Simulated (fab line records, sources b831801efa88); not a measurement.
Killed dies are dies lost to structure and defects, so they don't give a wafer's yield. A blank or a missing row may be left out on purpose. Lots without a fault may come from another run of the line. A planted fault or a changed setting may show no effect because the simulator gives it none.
fab line records | flow sky130
record lots=12 wafers=36 last_day=50
route steps=708 shown SD_P@328 RES_XHIGH@360 LI_CONTACT@362 LOCAL_INTERCONNECT@398 PAD_OPEN@708
lots that met no fault: from a run of the same line without faults
start_h: hours from the record's first day to the start of the lot's first wafer shown | wait_h: hours since the lot's step before | " the same as in the row above | L1.1+2: a row that stands for several wafers | - no value, or no start given | * or withheld: withheld | < > ~ a bound
route shown NAME@n: a module of which the file shows steps, and the number in the route of the first | usual: mean/standard deviation of fault-free wafers | same: alike in all rows | chamber/n: place in a boat | sites: the reading at each site | _std_site: their standard deviation | _edge_site: outer sites' mean less inner sites' | radius_mm: how far each site lies from the wafer's centre | mask NAME#n: copy n | behind: the tool/chamber that last shaped the wafer | hold: why the lot was held/for how many hours/how that ended | device: the transistor (n, p or np) that didn't switch | end of line: the same wafers' tests at the end of the route | a step without rows: its recipe alone | killed: dies lost to structure and defects at the first sort, not the wafer's yield | map: a wafer's dies, x killed, . not, _ none there
set.NAME: the setting as run; set.NAME@STEP: as run at that earlier step | model.NAME: the simulator's own value behind a step, which no gauge read
steps of the route over a sample of lots; a table a step, a row a wafer
services: from which hour (start_h, from the record's first day; less than 0 if before it) a tool's chamber was out of use, for how many hours, and why
## steps
# step SKY_SD_P_OVL_MEAS_08
# usual SD_P_OVL=0.3/1.2
# columns lot.wafer tool chamber start_h wait_h SD_P_OVL[nm]
L419.2 overlay-01 - 576.62 0.1 0.3
L419.5 " - " " 1.6
L419.6 " - " " 0.2
L425.1 overlay-01 - 643.12 0.1 0.8
L425.3 " - " " 0.7
L425.5 " - " " 0.2
L426.2 overlay-01 - 648.82 0.1 0.4
L426.5 " - " " 1.6
L426.6 " - " " 1.4
L427.1 overlay-02 - 653.64 0.1 1.6
L427.2 " - " " 1.0
L427.5 " - " " 0.0
L431.1 overlay-02 - 689.61 0.1 0.4
L431.2 " - " " 1.2
L431.4 " - " " 1.0
L435.4 overlay-02 - 712.53 0.1 -0.4
L435.5 " - " " 0.4
L435.6 " - " " -1.3
L436.1 overlay-01 - 723.67 0.1 -2.3
L436.3 " - " " 0.3
L436.6 " - " " -2.2
L437.3 overlay-02 - 726.72 0.1 0.1
L437.5 " - " " -0.3
L437.6 " - " " 0.6
L439.1 overlay-02 - 742.76 0.1 1.3
L439.2 " - " " 0.1
L439.4 " - " " -0.6
L438.1 overlay-01 - 753.26 0.1 2.0
L438.4 " - " " 1.2
L438.5 " - " " 0.2
L440.1 overlay-02 - 769.01 0.1 0.9
L440.4 " - " " 0.6
L440.5 " - " " 0.4
L442.1 overlay-01 - 774.07 0.1 -1.0
L442.4 " - " " -0.6
L442.5 " - " " -1.2
# step SKY_SD_N_RS_MEAS_18
# recipe thk_meas_gauge=four-point-probe
# usual RES_XHIGH_RS=333.2/1.2
# columns lot.wafer tool chamber start_h wait_h RES_XHIGH_RS[ohm/sq]
L419.2 film_metro-01 - 636.26 0.1 331.4
L419.5 " - " " 331.6
L419.6 " - " " 332.5
L425.1 film_metro-02 - 700.80 0.1 331.8
L425.3 " - " " 331.7
L425.5 " - " " 331.8
L426.2 film_metro-02 - 705.62 0.1 332.8
L426.5 " - " " 333.1
L426.6 " - " " 332.7
L427.1 film_metro-02 - 710.12 0.1 333.7
L427.2 " - " " 335.9
L427.5 " - " " 335.1
L431.1 film_metro-02 - 744.60 0.1 335.1
L431.2 " - " " 332.5
L431.4 " - " " 332.8
L435.4 film_metro-01 - 768.13 0.1 331.8
L435.5 " - " " 332.2
L435.6 " - " " 332.8
L436.1 film_metro-02 - 780.25 0.1 330.6
L436.3 " - " " 331.1
L436.6 " - " " 331.5
L437.3 film_metro-02 - 781.98 0.1 333.9
L437.5 " - " " 331.9
L437.6 " - " " 333.4
L439.1 film_metro-02 - 797.70 0.1 333.1
L439.2 " - " " 332.7
L439.4 " - " " 332.9
L438.1 film_metro-02 - 808.20 0.1 332.6
L438.4 " - " " 333.4
L438.5 " - " " 332.4
L440.1 film_metro-01 - 822.29 0.1 333.3
L440.4 " - " " 333.1
L440.5 " - " " 332.4
L442.1 film_metro-01 - 827.32 0.1 334.1
L442.4 " - " " 336.2
L442.5 " - " " 334.5
# step SKY_LI_CONTACT_HDPCVD_00
# recipe material=PSG target_thk_nm=930 sigma_open_frac=0.3 time_s=155 temp_c=600 sih4_flow_sccm=60 pressure_mtorr=6
# usual run_length_s=182.8/0.53
# columns lot.wafer tool chamber start_h wait_h run_length_s
L419.2 hdpcvd-01 0 636.38 0.0 183.2
L419.5 " 1 " " 183.5
L419.6 " 2 " " 182.4
L425.1 hdpcvd-02 0 700.93 0.0 213.0
L425.3 " 1 " " 213.0
L425.5 " 0 " " 211.8
L426.2 hdpcvd-02 1 705.76 0.0 213.2
L426.5 " 1 " " 213.2
L426.6 " 0 " " 212.0
L427.1 hdpcvd-02 2 710.26 0.0 213.5
L427.2 " 1 " " 213.7
L427.5 " 1 " " 213.1
L431.1 hdpcvd-01 1 744.74 0.0 184.0
L431.2 " 2 " " 182.7
L431.4 " 2 " " 182.6
L435.4 hdpcvd-02 2 768.26 0.1 182.6
L435.5 " 0 " " 181.6
L435.6 " 1 " " 182.9
L436.1 hdpcvd-01 0 780.38 0.0 182.9
L436.3 " 2 " " 183.2
L436.6 " 2 " " 182.4
L437.3 hdpcvd-01 2 782.08 0.0 182.5
L437.5 " 2 " " 182.3
L437.6 " 0 " " 183.7
L439.1 hdpcvd-01 0 797.84 0.0 183.8
L439.2 " 1 " " 183.6
L439.4 " 0 " " 182.9
L438.1 hdpcvd-02 1 808.34 0.0 183.2
L438.4 " 0 " " 181.9
L438.5 " 1 " " 182.9
L440.1 hdpcvd-01 1 822.43 0.0 183.3
L440.4 " 0 " " 183.5
L440.5 " 2 " " 182.3
L442.1 hdpcvd-02 1 827.48 0.0 183.3
L442.4 " 2 " " 182.8
L442.5 " 1 " " 183.2
# step SKY_LI_CONTACT_THK_MEAS_01
# recipe reads=PSG_of_LI_CONTACT_HDPCVD_00
# usual LI_CONTACT_HDPCVD_THK=928/10
# columns lot.wafer tool chamber start_h wait_h LI_CONTACT_HDPCVD_THK[nm]
L419.2 film_metro-02 - 636.49 0.1 955
L419.5 " - " " 932
L419.6 " - " " 944
L425.1 film_metro-02 - 701.05 0.1 1109
L425.3 " - " " 1107
L425.5 " - " " 1110
L426.2 film_metro-01 - 705.87 0.1 1104
L426.5 " - " " 1103
L426.6 " - " " 1098
L427.1 film_metro-04 - 710.36 0.1 1102
L427.2 " - " " 1098
L427.5 " - " " 1090
L431.1 film_metro-02 - 744.84 0.1 914
L431.2 " - " " 923
L431.4 " - " " 915
L435.4 film_metro-04 - 768.34 0.0 936
L435.5 " - " " 935
L435.6 " - " " 921
L436.1 film_metro-01 - 780.49 0.1 922
L436.3 " - " " 911
L436.6 " - " " 911
L437.3 film_metro-02 - 782.20 0.1 933
L437.5 " - " " 929
L437.6 " - " " 939
L439.1 film_metro-04 - 797.94 0.1 913
L439.2 " - " " 918
L439.4 " - " " 932
L438.1 film_metro-02 - 808.44 0.1 924
L438.4 " - " " 933
L438.5 " - " " 928
L440.1 film_metro-02 - 822.53 0.1 915
L440.4 " - " " 927
L440.5 " - " " 935
L442.1 film_metro-04 - 827.58 0.1 932
L442.4 " - " " 945
L442.5 " - " " 941
# step SKY_LI_CONTACT_CMP_02
# recipe material=PSG down_force_psi=4 platen_rpm=60 pad_velocity_m_s=0.94248
# usual motor_current_A=12.7/1.1 retaining_ring_pressure_frac=1.000/0.0051 slurry_flow_ml_min=150.0/0.48 time_to_endpoint_s=33/3.1
# columns lot.wafer tool chamber start_h wait_h motor_current_A retaining_ring_pressure_frac slurry_flow_ml_min time_to_endpoint_s
L419.2 cmp-01 0 636.54 0.0 14.7 1.002 149.4 39
L419.5 " 0 " " 13.3 1.002 150.3 34
L419.6 " 1 " " 14.5 1.003 150.7 36
L425.3 cmp-02 3 701.11 0.0 10.9 0.998 149.2 56
L425.1 " 1 " " 13.1 0.999 150.0 48
L425.5 " 0 " " 12.1 0.996 150.2 50
L426.2 cmp-02 1 706.02 0.1 13.5 1.001 149.0 50
L426.5 " 3 " " 10.6 1.005 150.1 56
L426.6 " 0 " " 12.6 0.998 150.0 49
L427.2 cmp-01 1 710.47 0.1 14.8 0.992 150.4 51
L427.1 " 3 " " 12.8 1.005 151.4 48
L427.5 " 1 " " 14.8 1.001 150.1 51
L431.4 cmp-02 1 744.95 0.1 12.8 0.999 150.3 29
L431.1 " 2 " " 12.6 1.003 150.5 28
L431.2 " 3 " " 11.5 1.006 150.2 35
L435.4 cmp-01 3 768.47 0.1 12.1 0.997 150.3 33
L435.5 " 1 " " 14.1 1.007 150.4 35
L435.6 " 2 " " 11.7 0.995 151.2 29
L436.1 cmp-02 3 780.60 0.1 10.8 1.014 149.8 32
L436.3 " 1 " " 12.9 1.005 150.7 29
L436.6 " 2 " " 12.7 0.999 150.2 31
L437.3 cmp-02 3 782.29 0.1 10.8 1.001 149.6 36
L437.6 " 2 " " 12.9 0.990 150.2 34
L437.5 " 3 " " 11.2 1.005 150.8 36
L439.2 cmp-01 0 798.05 0.1 15.0 1.009 150.1 30
L439.1 " 1 " " 14.7 0.993 150.0 31
L439.4 " 2 " " 12.3 0.999 150.1 29
L438.4 cmp-02 3 808.74 0.3 11.1 0.999 150.1 34
L438.1 " 0 " " 12.9 0.998 149.6 27
L438.5 " 0 " " 12.8 0.986 150.3 28
L440.1 cmp-01 2 822.64 0.1 12.2 1.004 150.4 29
L440.4 " 0 " " 13.4 1.001 149.7 33
L440.5 " 1 " " 14.8 1.000 150.0 34
L442.1 cmp-02 0 827.64 0.1 12.0 0.994 150.0 32
L442.4 " 1 " " 13.9 0.995 149.5 35
L442.5 " 1 " " 13.6 0.996 150.5 36
# step SKY_LOCAL_INTERCONNECT_CD_MEAS_11
# recipe target_cd_nm=170
# usual cd_nm=170.2/1.6
# columns lot.wafer tool chamber start_h wait_h cd_nm
L419.2 cd_sem-02 - 695.09 - 170.1
L419.5 " - " " 168.7
L419.6 " - " " 169.2
L425.1 cd_sem-01 - 757.29 - 170.5
L425.3 " - " " 169.3
L425.5 " - " " 170.3
L426.2 cd_sem-02 - 760.87 - 171.1
L426.5 " - " " 170.2
L426.6 " - " " 170.1
L427.1 cd_sem-02 - 767.07 - 172.0
L427.2 " - " " 170.7
L427.5 " - " " 171.0
L431.1 cd_sem-01 - 800.07 - 168.0
L431.2 " - " " 166.6
L431.4 " - " " 167.4
L435.4 cd_sem-01 - 823.73 - 167.9
L435.5 " - " " 169.2
L435.6 " - " " 167.4
L436.1 cd_sem-02 - 834.74 - 168.6
L436.3 " - " " 168.1
L436.6 " - " " 167.7
L437.3 cd_sem-02 - 837.41 - 169.9
L437.5 " - " " 169.7
L437.6 " - " " 170.4
L439.1 cd_sem-01 - 851.19 - 168.6
L439.2 " - " " 169.1
L439.4 " - " " 168.2
L438.1 cd_sem-02 - 860.02 - 173.9
L438.4 " - " " 171.7
L438.5 " - " " 173.1
L440.1 cd_sem-01 - 875.85 - 170.6
L440.4 " - " " 172.1
L440.5 " - " " 172.0
L442.1 cd_sem-02 - 879.95 - 169.6
L442.4 " - " " 169.8
L442.5 " - " " 170.7
# step SKY_PAD_OPEN_PROBE_99
# usual killed_at_M0_to_M3=44/6.9 killed_at_M4_up=3.0/1.5 killed_at_contacts=24/5.2 killed_at_front_end=15/4.1 killed_at_other=0.4/0.62 killed_dies=87/9.6 killed_on_rim=17/3.8 killed_open=47/7 killed_short=40/6.2
# same gross_dies=492 killed_at_back_side=0
# columns lot.wafer tool chamber start_h wait_h killed_at_M0_to_M3 killed_at_M4_up killed_at_contacts killed_at_front_end killed_at_other killed_dies killed_on_rim killed_open killed_short
L425.1 prober-01 - 1114.46 0.1 35 3 23 10 2 73 12 37 34
L425.3 prober-01 - 1114.56 0.2 43 2 30 16 0 91 15 50 41
L425.5 prober-01 - 1114.66 0.2 42 3 25 9 0 79 18 41 38
L426.2 prober-02 - 1116.01 0.1 28 4 31 8 0 71 13 35 36
L426.5 prober-02 - 1116.16 0.2 45 5 30 17 0 97 24 46 51
L426.6 prober-02 - 1116.21 0.2 29 3 27 11 0 70 13 38 32
L427.1 prober-01 - 1118.66 0.1 41 2 22 17 0 82 17 41 40
L427.2 prober-01 - 1118.71 0.1 40 4 14 13 0 71 13 37 34
L427.5 prober-01 - 1118.86 0.2 40 2 19 15 0 76 16 43 33
# killed by level:class
L425.1 CONTACT:geometric_particle:open=8 VIA1:geometric_particle:open=8 CONTACT:geometric_particle:short=6 LI_CONTACT:geometric_particle:open=5 VIA1:geometric_particle:short=5 VIA3:geometric_particle:short=4 POLY_GATE:geometric_particle:open=3 METAL2:geometric_particle:open=3
L425.3 VIA2:geometric_particle:open=14 LI_CONTACT:geometric_particle:open=9 LOCAL_INTERCONNECT:geometric_particle:short=7 CONTACT:geometric_particle:open=6 VIA3:geometric_particle:open=6 VIA1:geometric_particle:open=5 METAL2:geometric_particle:short=5 FIELD_ISO:geometric_particle:short=4
L425.5 CONTACT:geometric_particle:open=11 VIA1:geometric_particle:open=8 LI_CONTACT:geometric_particle:open=7 METAL1:geometric_particle:short=7 VIA2:geometric_particle:open=7 FIELD_ISO:geometric_particle:short=4 LOCAL_INTERCONNECT:geometric_particle:short=4 VIA1:geometric_particle:short=4
L426.2 CONTACT:geometric_particle:open=9 LOCAL_INTERCONNECT:geometric_particle:short=7 CONTACT:geometric_particle:short=7 VIA2:geometric_particle:open=6 VIA1:geometric_particle:open=5 LI_CONTACT:geometric_particle:short=4 LI_CONTACT:geometric_particle:open=4 VIA3:geometric_particle:short=4
L426.5 CONTACT:geometric_particle:open=10 VIA1:geometric_particle:short=9 CONTACT:geometric_particle:short=8 POLY_GATE:geometric_particle:open=6 METAL1:geometric_particle:short=6 VIA1:geometric_particle:open=6 VIA2:geometric_particle:open=5 FIELD_ISO:geometric_particle:short=5
L426.6 LI_CONTACT:geometric_particle:open=8 CONTACT:geometric_particle:open=8 VIA1:geometric_particle:open=7 METAL2:geometric_particle:short=5 METAL1:geometric_particle:short=4 LOCAL_INTERCONNECT:geometric_particle:short=4 CONTACT:geometric_particle:short=4 VIA2:geometric_particle:open=4
L427.1 METAL1:geometric_particle:short=11 CONTACT:geometric_particle:open=9 VIA1:geometric_particle:open=8 FIELD_ISO:geometric_particle:open=6 LOCAL_INTERCONNECT:geometric_particle:short=6 FIELD_ISO:geometric_particle:short=5 METAL2:geometric_particle:open=4 LOCAL_INTERCONNECT:geometric_particle:open=3
L427.2 VIA1:geometric_particle:open=9 METAL1:geometric_particle:short=9 CONTACT:geometric_particle:open=8 VIA3:geometric_particle:short=4 METAL2:geometric_particle:short=4 VIA2:geometric_particle:open=4 SONOS_ONO:geometric_particle:short=3 POLY_GATE:geometric_particle:open=3
L427.5 VIA1:geometric_particle:open=13 CONTACT:geometric_particle:open=8 FIELD_ISO:geometric_particle:open=5 LOCAL_INTERCONNECT:geometric_particle:short=5 METAL2:geometric_particle:short=5 POLY_GATE:geometric_particle:short=4 VIA2:geometric_particle:open=4 VIA3:geometric_particle:short=4
## services
# columns tool chamber start_h hours kind
cmp-02 - 642.17 4.3 repair
hdpcvd-01 - 644.22 28.1 pm
cmp-01 - 645.28 4.4 repair
cmp-01 - 651.19 0.8 repair
cmp-02 - 653.75 1.3 repair
hdpcvd-01 - 672.32 15.0 pm
hdpcvd-01 0 672.32 15.0 vent_cycle
hdpcvd-01 1 672.32 15.0 vent_cycle
hdpcvd-01 2 672.32 15.0 vent_cycle
hdpcvd-01 - 679.42 2.0 repair
hdpcvd-02 - 688.79 0.7 repair
cmp-01 - 690.29 1.1 repair
cmp-01 - 699.04 2.6 repair
hdpcvd-01 - 711.04 0.5 repair
cmp-02 - 716.53 3.1 repair
cmp-01 - 722.59 0.8 repair
cmp-02 - 723.98 4.2 pm
cmp-01 - 728.36 6.6 pm
cmp-01 - 744.00 4.0 pm
hdpcvd-02 - 779.04 14.6 pm
cmp-01 - 804.65 1.5 repair
cmp-01 - 807.68 1.6 repair
cmp-02 - 818.48 1.7 repair
cmp-01 - 826.36 5.6 pm
## key
first_sign step=SKY_LI_CONTACT_HDPCVD_00 reading=run_length_s direction=up sigmas=57 usual=* struck=*
effect step=SKY_LI_CONTACT_THK_MEAS_01 reading=LI_CONTACT_HDPCVD_THK direction=up sigmas=17 usual=928 struck=1102
effect step=SKY_LI_CONTACT_CMP_02 reading=time_to_endpoint_s direction=up sigmas=5.8 usual=* struck=*
met_at SKY_LI_CONTACT_HDPCVD_00
struck_lots L425,L426,L427
tester_left_out L425,L426,L427
not_acting_at SKY_SD_P_OVL_MEAS_08,SKY_SD_N_RS_MEAS_18,SKY_LOCAL_INTERCONNECT_CD_MEAS_11
fault kind=process_parameter_drift tool=hdpcvd-02 chamber=- onset_h=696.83 steps=SKY_LI_CONTACT_HDPCVD_00 channel=time_s offset=* shape=step end_h=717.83 acts_in=* stated=*
# tester_left_out: of these lots the tester's yield and bins aren't shown, on N5 and GAA mostly nor the transistor test; their killed dies are dies lost to structure and defects alone, not to doping, threshold or leakage, so they don't give the yield
